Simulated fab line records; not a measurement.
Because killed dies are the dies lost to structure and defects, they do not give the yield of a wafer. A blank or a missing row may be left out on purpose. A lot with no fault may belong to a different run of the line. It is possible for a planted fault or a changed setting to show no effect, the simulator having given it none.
Which of the tools did it? -- flow sky130 -- 7 lots with 20 wafers sampled at 2 steps, on a route of 708 steps

## WHAT EACH GAUGE READ, for each wafer
SKY_SONOS_ONO_CD_MEAS_13: target cd 410 nm.
lot,measured,on,cd-nm (nm)
L545,day 12 21:34,cd-sem-02,410.9 410.8 409.6
L547,day 13 08:49,cd-sem-02,407.3 406.7 408.0
L549,day 14 06:42,cd-sem-02,312.8 408.1
L560,day 18 02:43,cd-sem-02,410.5 408.9 409.8
L562,day 18 19:44,cd-sem-02,409.5 409.8 411.8
L565,day 19 23:59,cd-sem-01,412.9 411.3 412.4
L567,day 20 05:58,cd-sem-01,411.7 411.1 409.9

## WHICH TOOL RAN EACH LOT (tool, then ch and the chambers of the sampled wafers, then the start)
lot,SKY_SONOS_ONO_EXPOSE_10
L545,"iline-stepper-01 ch 0, day 12 09:35"
L547,"iline-stepper-01 ch 0, day 12 20:17"
L549,"iline-stepper-01 ch 0, day 13 19:26"
L560,"iline-stepper-02 ch 0, day 17 12:13"
L562,"iline-stepper-02 ch 0, day 18 05:50"
L565,"iline-stepper-01 ch 0, day 19 08:58"
L567,"iline-stepper-01 ch 0, day 19 15:35"
- SKY_SONOS_ONO_EXPOSE_10: exposes mask ONOM, target cd 410 nm.

## THE ANSWER, worked out from the rows above alone
Rule: what is usual is taken from the lots themselves. The widest of any qualifying gaps counts: lots, ordered by their means at a reading, are off when they make up no more than a third of the lots, leave a main group of 4 or more, and stand apart from it by 3 or more times the standard deviation of that group's means. The tables above print the reading to a certain number of digits; a main group whose means all agree to those digits is not used. Also off: a lot with no number at a reading for which 4 or more lots have one. All remaining lots with rows at the step are treated as sound.
Off, at SKY_SONOS_ONO_CD_MEAS_13 on cd-nm: L549. The main group: mean 410.2 nm, standard deviation 1.5.
If a tool, at a process step before that reading, ran all the lots that are off and no sound lot after the first of them, it fits. Those tools and the gauges at SKY_SONOS_ONO_CD_MEAS_13 are tried in the same way. No candidate that was tried fits.

## WHAT THE SIMULATOR PUT IN
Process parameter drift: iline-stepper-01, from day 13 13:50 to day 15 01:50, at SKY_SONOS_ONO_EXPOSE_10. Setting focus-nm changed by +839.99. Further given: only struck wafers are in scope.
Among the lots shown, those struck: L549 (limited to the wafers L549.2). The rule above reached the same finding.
